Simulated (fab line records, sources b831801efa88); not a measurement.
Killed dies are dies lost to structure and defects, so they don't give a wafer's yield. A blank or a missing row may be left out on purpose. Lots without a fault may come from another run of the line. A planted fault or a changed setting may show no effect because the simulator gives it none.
fab line records | flow sky130
record lots=6 wafers=18 last_day=50
route steps=708 shown PWDE@46 NWELL@56 PAD_OPEN@708
lots that met no fault: from a run of the same line without faults
start_h: hours from the record's first day to the start of the lot's first wafer shown | wait_h: hours since the lot's step before | " the same as in the row above | L1.1+2: a row that stands for several wafers | - no value, or no start given | * or withheld: withheld | < > ~ a bound
route shown NAME@n: a module of which the file shows steps, and the number in the route of the first | usual: mean/standard deviation of fault-free wafers | same: alike in all rows | chamber/n: place in a boat | sites: the reading at each site | _std_site: their standard deviation | _edge_site: outer sites' mean less inner sites' | radius_mm: how far each site lies from the wafer's centre | mask NAME#n: copy n | behind: the tool/chamber that last shaped the wafer | hold: why the lot was held/for how many hours/how that ended | device: the transistor (n, p or np) that didn't switch | end of line: the same wafers' tests at the end of the route | a step without rows: its recipe alone | killed: dies lost to structure and defects at the first sort, not the wafer's yield | map: a wafer's dies, x killed, . not, _ none there
set.NAME: the setting as run; set.NAME@STEP: as run at that earlier step | model.NAME: the simulator's own value behind a step, which no gauge read
lots at some steps of the route; a table a step, a row a wafer
services: from which hour (start_h, from the record's first day; less than 0 if before it) a tool's chamber was out of use, for how many hours, and why
## steps
# step SKY_PWDE_HMDS_01
# recipe prime_time_s=60 prime_temp_c=120
# step SKY_PWDE_COAT_02
# recipe spin_rpm=2000 resist_thk_nm=3000
# step SKY_PWDE_SOFTBAKE_03
# recipe temp_c=110 time_s=withheld
# step SKY_PWDE_EXPOSE_04
# recipe mask_id=PWDEM na=0.6 source_shape=conventional sigma_outer=0.6 polarization=unpolarized target_cd_nm=840 dose_mj=214
# step SKY_PWDE_PEB_05
# recipe temp_c=115 time_s=withheld
# step SKY_PWDE_DEVELOP_06
# recipe wall_angle_deg=90 developer=TMAH develop_time_s=60 dev_temp_c=23
# step SKY_PWDE_OVL_MEAS_07
# usual PWDE_OVL=-0.9/1.4
# columns lot.wafer tool chamber start_h wait_h PWDE_OVL[nm]
L662.3 overlay-01 - 81.42 - -2.5
L662.5 " - " " -2.8
L662.6 " - " " -2.9
L665.2 overlay-02 - 99.94 - -0.4
L665.3 " - " " -1.0
L665.6 " - " " 0.6
L666.1 overlay-01 - 104.42 - -2.1
L666.3 " - " " -2.7
L666.5 " - " " -1.6
L679.1 overlay-01 - 175.91 - -2.5
L679.3 " - " " -1.4
L679.6 " - " " -2.3
L681.1 overlay-01 - 189.02 - -2.5
L681.3 " - " " 0.4
L681.6 " - " " -1.6
L683.2 overlay-01 - 197.71 - 1.9
L683.3 " - " " 2.1
L683.5 " - " " -1.2
# step SKY_PWDE_IMPLANT_08
# recipe species=B energy_kev=150 dose_cm2=3.6e+12 tilt_deg=withheld
# step SKY_PWDE_STRIP_09
# recipe chemistry=O2/N2 power_w=1400 pressure_mtorr=1500 platen_temp_c=withheld o2_flow_sccm=3000 n2_flow_sccm=300 overash_fraction=0.5
# usual drypump_motor_current_A=5.6/0.57 oes_product_au=0.722/0.0041 strip_time_to_endpoint_s=36.90/0.12
# columns lot.wafer tool chamber start_h wait_h drypump_motor_current_A oes_product_au rf_hours_counter_h strip_time_to_endpoint_s
L662.3 plasma_asher-04 0 81.63 0.1 5.3 0.721 - 36.64
L662.5 " 1 " " 5.2 0.717 - 36.77
L662.6 " 0 " " 5.2 0.721 - 36.76
L665.2 plasma_asher-04 1 100.12 0.1 5.2 0.728 29 36.94
L665.3 " 0 " " 5.2 0.727 - 36.95
L665.6 " 1 " " 5.2 0.722 - 36.94
L666.1 plasma_asher-01 1 104.60 0.1 5.3 0.718 39 36.87
L666.3 " 0 " " 5.3 0.716 - 36.85
L666.5 " 0 " " 5.3 0.724 - 36.92
L679.1 plasma_asher-04 1 176.09 0.1 5.2 0.731 37 36.88
L679.3 " 0 " " 5.2 0.715 - 36.94
L679.6 " 1 " " 5.2 0.721 - 36.80
L681.1 plasma_asher-01 0 189.20 0.1 5.3 0.724 47 37.01
L681.3 " 1 " " 5.3 0.725 - 36.73
L681.6 " 1 " " 5.3 0.726 - 36.82
L683.2 plasma_asher-01 0 197.94 0.1 5.3 0.725 49 36.81
L683.3 " 1 " " 5.3 0.725 - 36.75
L683.5 " 0 " " 5.2 0.724 - 36.84
# step SKY_PWDE_TW_MEAS_10
# usual PWDE_TW=374.7/2.6
# columns lot.wafer tool chamber start_h wait_h PWDE_TW
L662.3 film_metro-04 - 81.71 0.1 378.3
L662.5 " - " " 378.0
L662.6 " - " " 378.4
L665.2 film_metro-02 - 100.23 0.1 370.6
L665.3 " - " " 373.3
L665.6 " - " " 374.0
L666.1 film_metro-03 - 104.70 0.1 377.3
L666.3 " - " " 377.4
L666.5 " - " " 375.8
L679.1 film_metro-04 - 176.19 0.1 374.7
L679.3 " - " " 375.9
L679.6 " - " " 373.9
L681.1 film_metro-02 - 189.30 0.1 370.8
L681.3 " - " " 370.9
L681.6 " - " " 371.8
L683.2 film_metro-02 - 198.05 0.1 371.2
L683.3 " - " " 373.9
L683.5 " - " " 374.2
# step SKY_NWELL_DEHYDRATE_03
# recipe temp_c=200 time_s=60
# step SKY_NWELL_HMDS_04
# recipe prime_time_s=60 prime_temp_c=120
# step SKY_NWELL_COAT_05
# recipe spin_rpm=2000 resist_thk_nm=3000
# columns lot.wafer tool chamber start_h wait_h model.coat_of_NWELL_COAT_05.thk_nm
L662.3 litho_track-02 0 89.72 0.1 2997
L662.5 " 0 " " 2992
L662.6 " 0 " " 2985
L665.2 litho_track-01 0 108.68 0.1 755.5
L665.3 " 0 " " 756.9
L665.6 " 0 " " 755.1
L666.1 litho_track-01 0 112.81 0.1 756.6
L666.3 " 0 " " 756.1
L666.5 " 0 " " 754.4
L679.1 litho_track-02 0 186.52 0.1 2974
L679.3 " 0 " " 2972
L679.6 " 0 " " 2989
L681.1 litho_track-01 0 198.96 0.1 2990
L681.3 " 0 " " 2989
L681.6 " 0 " " 2984
L683.2 litho_track-02 0 209.24 0.1 2974
L683.3 " 0 " " 2971
L683.5 " 0 " " 2980
# step SKY_NWELL_SOFTBAKE_06
# recipe temp_c=110 time_s=withheld
# step SKY_NWELL_EXPOSE_07
# recipe mask_id=NWM na=0.6 source_shape=conventional sigma_outer=0.6 polarization=unpolarized target_cd_nm=840 dose_mj=255
# step SKY_NWELL_PEB_08
# recipe temp_c=115 time_s=withheld
# step SKY_NWELL_DEVELOP_09
# recipe wall_angle_deg=90 developer=TMAH develop_time_s=60 dev_temp_c=23
# same develop_time_s=60
# columns lot.wafer tool chamber start_h wait_h model.coat_of_NWELL_COAT_05.thk_nm
L662.3 litho_track-04 0 - - 2993
L662.5 " 0 " " 2988
L662.6 " 0 " " 2981
L665.2 litho_track-04 0 - - 751.2
L665.3 " 0 " " 752.6
L665.6 " 0 " " 750.8
L666.1 litho_track-02 0 - - 752.3
L666.3 " 0 " " 751.9
L666.5 " 0 " " 750.2
L679.1 litho_track-01 0 - - 2969
L679.3 " 0 " " 2968
L679.6 " 0 " " 2985
L681.1+3 litho_track-02 0 - - 2985
L681.6 " 0 " " 2980
L683.2 litho_track-02 0 - - 2970
L683.3 " 0 " " 2967
L683.5 " 0 " " 2976
# step SKY_NWELL_OVL_MEAS_10
# usual NWELL_00_OVL=0.2/1.4
# columns lot.wafer tool chamber start_h wait_h NWELL_00_OVL[nm]
L662.3 overlay-02 - 99.05 - 1.8
L662.5 " - " " 2.7
L662.6 " - " " 0.9
L665.2 overlay-02 - 118.09 - -1.9
L665.3 " - " " -1.9
L665.6 " - " " -1.9
L666.1 overlay-01 - 123.97 - -0.6
L666.3 " - " " -0.6
L666.5 " - " " 1.1
L679.1 overlay-01 - 197.01 - -0.1
L679.3 " - " " 1.6
L679.6 " - " " 1.5
L681.1 overlay-01 - 211.02 - 1.3
L681.3 " - " " -0.2
L681.6 " - " " -0.7
L683.2 overlay-02 - 220.82 - 1.6
L683.3 " - " " -1.0
L683.5 " - " " -0.1
# step SKY_NWELL_IMPLANT_11
# recipe species=P energy_kev=400 dose_cm2=1.9e+13 tilt_deg=withheld
# step SKY_NWELL_IMPLANT_12
# recipe species=P energy_kev=120 dose_cm2=1.3e+12 tilt_deg=withheld
# step SKY_NWELL_IMPLANT_13
# recipe species=P energy_kev=50 dose_cm2=7e+11 tilt_deg=withheld
# step SKY_NWELL_STRIP_14
# recipe chemistry=O2/N2 power_w=1400 pressure_mtorr=1500 platen_temp_c=withheld o2_flow_sccm=3000 n2_flow_sccm=300 overash_fraction=0.5
# usual drypump_motor_current_A=5.38/0.18 oes_product_au=0.722/0.0045 strip_time_to_endpoint_s=36.87/0.12
# columns lot.wafer tool chamber start_h wait_h drypump_motor_current_A oes_product_au rf_hours_counter_h strip_time_to_endpoint_s
L662.3 plasma_asher-01 1 99.55 0.1 5.33 0.721 - 36.89
L662.5 " 1 " " 5.30 0.713 - 36.82
L662.6 " 0 " " 5.25 0.726 - 36.73
L665.2 plasma_asher-04 1 118.57 0.1 5.15 0.661 31 10.38
L665.3 " 0 " " 5.21 0.669 - 10.39
L665.6 " 0 " " 5.18 0.660 - 10.35
L666.1 plasma_asher-01 0 124.45 0.1 5.25 0.669 41 10.39
L666.3 " 1 " " 5.34 0.667 - 10.36
L666.5 " 1 " " 5.34 0.669 - 10.34
L679.1 plasma_asher-02 0 197.49 0.1 5.70 0.726 51 36.61
L679.3 " 1 " " 5.38 0.716 - 36.58
L679.6 " 1 " " 5.38 0.714 - 36.78
L681.1 plasma_asher-01 1 211.50 0.1 5.36 0.725 50 36.78
L681.3 " 0 " " 5.26 0.722 - 36.79
L681.6 " 1 " " 5.33 0.714 - 36.74
L683.2 plasma_asher-01 1 221.30 0.1 5.31 0.726 52 36.62
L683.3 " 0 " " 5.24 0.718 - 36.57
L683.5 " 0 " " 5.25 0.718 - 36.70
# step SKY_NWELL_TW_MEAS_15
# usual NWELL_TW=1819/14
# columns lot.wafer tool chamber start_h wait_h NWELL_TW
L662.3 film_metro-02 - 99.64 0.1 1815
L662.5 " - " " 1815
L662.6 " - " " 1814
L665.2 film_metro-04 - 118.68 0.1 1839
L665.3 " - " " 1829
L665.6 " - " " 1822
L666.1 film_metro-04 - 124.55 0.1 1835
L666.3 " - " " 1841
L666.5 " - " " 1836
L679.1 film_metro-04 - 197.59 0.1 1830
L679.3 " - " " 1823
L679.6 " - " " 1843
L681.1 film_metro-04 - 211.60 0.1 1831
L681.3 " - " " 1838
L681.6 " - " " 1832
L683.2 film_metro-04 - 221.41 0.1 1830
L683.3 " - " " 1833
L683.5 " - " " 1833
# step SKY_NWELL_DEHYDRATE_16
# recipe temp_c=200 time_s=60
# step SKY_NWELL_HMDS_17
# recipe prime_time_s=60 prime_temp_c=120
# step SKY_NWELL_COAT_18
# recipe spin_rpm=2000 resist_thk_nm=3000
# step SKY_NWELL_SOFTBAKE_19
# recipe temp_c=110 time_s=withheld
# step SKY_NWELL_EXPOSE_20
# recipe mask_id=NWM_COMPLEMENT na=0.6 source_shape=conventional sigma_outer=0.6 polarization=unpolarized target_cd_nm=840 dose_mj=260
# step SKY_NWELL_PEB_21
# recipe temp_c=115 time_s=withheld
# step SKY_NWELL_DEVELOP_22
# recipe wall_angle_deg=90 developer=TMAH develop_time_s=60 dev_temp_c=23
# step SKY_NWELL_OVL_MEAS_23
# usual NWELL_01_OVL=0.3/1.4
# columns lot.wafer tool chamber start_h wait_h NWELL_01_OVL[nm]
L662.3 overlay-02 - 117.87 - 0.3
L662.5 " - " " 0.6
L662.6 " - " " 0.3
L665.2 overlay-01 - 138.01 - 1.5
L665.3 " - " " 1.3
L665.6 " - " " 1.6
L666.1 overlay-02 - 143.76 - 0.8
L666.3 " - " " 2.4
L666.5 " - " " 1.4
L679.1 overlay-02 - 220.26 - 1.4
L679.3 " - " " 3.1
L679.6 " - " " 2.3
L681.1 overlay-01 - 234.88 - 2.4
L681.3 " - " " 1.4
L681.6 " - " " 2.3
L683.2 overlay-01 - 245.04 - -0.4
L683.3 " - " " -1.3
L683.5 " - " " -0.2
# step SKY_NWELL_IMPLANT_24
# recipe species=B energy_kev=140 dose_cm2=9.2e+12 tilt_deg=withheld
# step SKY_NWELL_STRIP_25
# recipe chemistry=O2/N2 power_w=1400 pressure_mtorr=1500 platen_temp_c=withheld o2_flow_sccm=3000 n2_flow_sccm=300 overash_fraction=0.5
# usual drypump_motor_current_A=5.35/0.19 oes_product_au=0.722/0.0041 strip_time_to_endpoint_s=36.93/0.11
# columns lot.wafer tool chamber start_h wait_h drypump_motor_current_A oes_product_au rf_hours_counter_h strip_time_to_endpoint_s
L662.3 plasma_asher-01 1 118.08 0.1 5.32 0.721 - 36.90
L662.5 " 1 " " 5.33 0.722 - 36.97
L662.6 " 0 " " 5.26 0.729 - 36.82
L665.2 plasma_asher-04 1 138.19 0.1 5.20 0.722 33 36.83
L665.3 " 0 " " 5.21 0.721 - 36.80
L665.6 " 1 " " 5.17 0.728 - 36.89
L666.1 plasma_asher-04 0 143.94 0.1 5.26 0.726 33 36.90
L666.3 " 0 " " 5.23 0.722 - 36.75
L666.5 " 0 " " 5.23 0.720 - 36.82
L679.1 plasma_asher-02 1 220.44 0.1 5.37 0.718 53 36.91
L679.3 " 1 " " 5.37 0.717 - 36.85
L679.6 " 0 " " 5.71 0.726 - 36.95
L681.1 plasma_asher-02 1 235.07 0.1 5.40 0.721 56 36.83
L681.3 " 0 " " 5.70 0.723 - 36.70
L681.6 " 1 " " 5.36 0.721 - 36.79
L683.2 plasma_asher-02 1 245.22 0.1 5.39 0.721 58 36.89
L683.3 " 1 " " 5.40 0.724 - 36.84
L683.5 " 0 " " 5.71 0.716 - 36.98
# step SKY_NWELL_TW_MEAS_26
# usual NWELL_2_TW=496/4.2
# columns lot.wafer tool chamber start_h wait_h hold NWELL_2_TW
L662.3 film_metro-04 - 118.16 0.1 - 500
L662.5 " - " " - 501
L662.6 " - " " - 502
L665.2 film_metro-02 - 138.30 0.1 await_dispo/0.2h/release 1090
L665.3 " - " " await_dispo/0.2h/release 1082
L665.6 " - " " await_dispo/0.2h/release 1093
L665.2 film_metro-02 - 138.53 0.2 - 1093
L665.3 " - " " - 1088
L665.6 " - " " - 1090
L666.1 film_metro-03 - 144.04 0.1 await_dispo/0.2h/release 1108
L666.3 " - " " await_dispo/0.2h/release 1109
L666.5 " - " " await_dispo/0.2h/release 1127
L666.1 film_metro-03 - 144.27 0.2 - 1105
L666.3 " - " " - 1116
L666.5 " - " " - 1127
L679.1 film_metro-04 - 220.54 0.1 - 499
L679.3 " - " " - 498
L679.6 " - " " - 499
L681.1 film_metro-03 - 235.17 0.1 - 496
L681.3 " - " " - 496
L681.6 " - " " - 497
L683.2 film_metro-04 - 245.33 0.1 - 499
L683.3 " - " " - 497
L683.5 " - " " - 496
# step SKY_PAD_OPEN_PROBE_99
# usual defect_limited_yield=82.2/2 killed_at_M0_to_M3=45/7.2 killed_at_M4_up=3.0/1.8 killed_at_contacts=25/6.1 killed_at_front_end=14/4.4 killed_at_other=0.2/0.44 killed_dies=88/10 killed_open=48/7.4 killed_short=40/6.3 sort_bin_3_pad_short=0.9/0.41 sort_bin_5_function=10.6/1.5 sort_bin_6_memory=6.4/1.2 sort_n_pass=404/10 sort_yield_pct=82.2/2
# same gross_dies=492 killed_at_back_side=0 sort_bin_4_leakage[%]=0 sort_bin_8_speed[%]=0
# columns lot.wafer tool chamber start_h wait_h defect_limited_yield[%] killed_at_M0_to_M3 killed_at_M4_up killed_at_contacts killed_at_front_end killed_at_other killed_dies killed_open killed_short sort_bin_3_pad_short[%] sort_bin_5_function[%] sort_bin_6_memory[%] sort_n_pass sort_yield_pct[%]
L662.3 prober-02 - 1102.88 0.2 81.7 45 0 32 13 0 90 54 36 0.4 12.0 5.9 402 81.7
L662.5 prober-02 - 1102.98 0.2 84.3 46 3 19 9 0 77 41 36 0.2 10.4 5.1 415 84.3
L662.6 prober-02 - 1103.03 0.2 85.2 39 5 15 14 0 73 41 32 1.0 9.6 4.3 419 85.2
L679.1 prober-02 - 1186.18 0.1 83.5 42 2 23 14 0 81 50 31 1.0 9.8 5.7 411 83.5
L679.3 prober-02 - 1186.28 0.2 83.3 46 4 17 14 1 82 48 34 0 11.6 5.1 410 83.3
L679.6 prober-02 - 1186.43 0.2 85.4 33 6 22 11 0 72 46 26 0.6 9.3 4.7 420 85.4
L683.2 prober-02 - 1198.52 0.1 80.9 51 2 21 19 1 94 50 44 0.8 12.4 5.9 398 80.9
L683.3 prober-02 - 1198.57 0.2 85.8 42 1 13 13 1 70 42 28 0.6 9.3 4.3 422 85.8
L683.5 prober-02 - 1198.67 0.2 84.1 47 3 16 11 1 78 38 40 0 10.4 5.5 414 84.1
# killed by level:class
L662.3 CONTACT:geometric_particle:open=14 VIA1:geometric_particle:open=11 VIA3:geometric_particle:open=10 LI_CONTACT:geometric_particle:open=9 VIA3:geometric_particle:short=6 METAL1:geometric_particle:short=4 FIELD_ISO:geometric_particle:open=3 FIELD_ISO:geometric_particle:short=3
L662.5 VIA1:geometric_particle:open=10 VIA3:geometric_particle:open=8 CONTACT:geometric_particle:open=6 METAL3:geometric_particle:short=5 LI_CONTACT:geometric_particle:open=5 VIA2:geometric_particle:open=5 CONTACT:geometric_particle:short=4 METAL1:geometric_particle:short=4
L662.6 VIA1:geometric_particle:open=10 VIA2:geometric_particle:open=9 METAL2:geometric_particle:short=5 LI_CONTACT:geometric_particle:open=4 METAL1:geometric_particle:short=4 FIELD_ISO:geometric_particle:open=3 LI_CONTACT:geometric_particle:short=3 LOCAL_INTERCONNECT:geometric_particle:short=3
L679.1 VIA3:geometric_particle:open=11 LI_CONTACT:geometric_particle:open=10 VIA1:geometric_particle:open=10 POLY_GATE:geometric_particle:short=6 CONTACT:geometric_particle:open=6 VIA2:geometric_particle:open=6 METAL2:geometric_particle:short=5 METAL1:geometric_particle:short=4
L679.3 VIA1:geometric_particle:open=10 VIA3:geometric_particle:open=10 VIA2:geometric_particle:open=8 FIELD_ISO:geometric_particle:short=6 CONTACT:geometric_particle:open=6 LI_CONTACT:geometric_particle:open=5 VIA1:geometric_particle:short=5 METAL1:geometric_particle:short=4
L679.6 CONTACT:geometric_particle:open=11 VIA3:geometric_particle:open=8 VIA1:geometric_particle:open=7 VIA2:geometric_particle:open=5 METAL1:geometric_particle:short=4 LI_CONTACT:geometric_particle:open=4 METAL4:geometric_particle:short=4 FIELD_ISO:geometric_particle:open=3
L683.2 VIA1:geometric_particle:open=12 CONTACT:geometric_particle:open=11 METAL2:geometric_particle:short=11 VIA3:geometric_particle:open=7 VIA2:geometric_particle:open=6 FIELD_ISO:geometric_particle:short=5 CONTACT:geometric_particle:short=5 VIA1:geometric_particle:short=3
L683.3 VIA2:geometric_particle:open=9 VIA1:geometric_particle:open=8 VIA3:geometric_particle:open=8 LI_CONTACT:geometric_particle:open=5 CONTACT:geometric_particle:short=4 POLY_GATE:geometric_particle:short=3 POLY_GATE:geometric_particle:open=3 METAL3:geometric_particle:short=3
L683.5 VIA1:geometric_particle:open=11 VIA1:geometric_particle:short=10 METAL1:geometric_particle:short=8 CONTACT:geometric_particle:open=7 VIA2:geometric_particle:open=5 POLY_GATE:geometric_particle:open=4 LI_CONTACT:geometric_particle:open=4 METAL2:geometric_particle:short=3
## services
# columns tool chamber start_h hours kind
plasma_asher-04 - 64.41 1.4 repair
plasma_asher-02 - 68.49 8.6 repair
plasma_asher-01 - 90.09 1.3 repair
plasma_asher-04 - 188.74 1.6 repair
plasma_asher-04 - 190.64 88.7 repair
plasma_asher-01 - 229.43 7.7 repair
## key
first_sign step=SKY_NWELL_STRIP_14 reading=strip_time_to_endpoint_s direction=down sigmas=99+ usual=* struck=*
effect step=SKY_NWELL_STRIP_14 reading=oes_product_au direction=down sigmas=12 usual=0.722 struck=0.666
effect step=SKY_NWELL_TW_MEAS_26 reading=visit direction=added
effect step=SKY_NWELL_TW_MEAS_26 reading=NWELL_2_TW direction=up sigmas=99+ usual=496 struck=1101
model_effect step=SKY_NWELL_COAT_05 value=coat_of_NWELL_COAT_05.thk_nm without=2995 struck=755.8
model_effect step=SKY_NWELL_DEVELOP_09 value=coat_of_NWELL_COAT_05.thk_nm without=2990 struck=751.5
met_at SKY_NWELL_COAT_05
struck_wafers L665.2,L665.3,L665.6,L666.1,L666.3,L666.5
scrapped_behind SKY_NWELL_TW_MEAS_26 L665.2,L665.3,L665.6,L666.1,L666.3,L666.5
fault kind=process_parameter_drift tool=litho_track-01 chamber=- onset_h=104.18 steps=SKY_NWELL_COAT_05 channel=resist_thk_nm offset=-2242.9 shape=step end_h=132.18 acts_in=these_recipes_only stated=3000
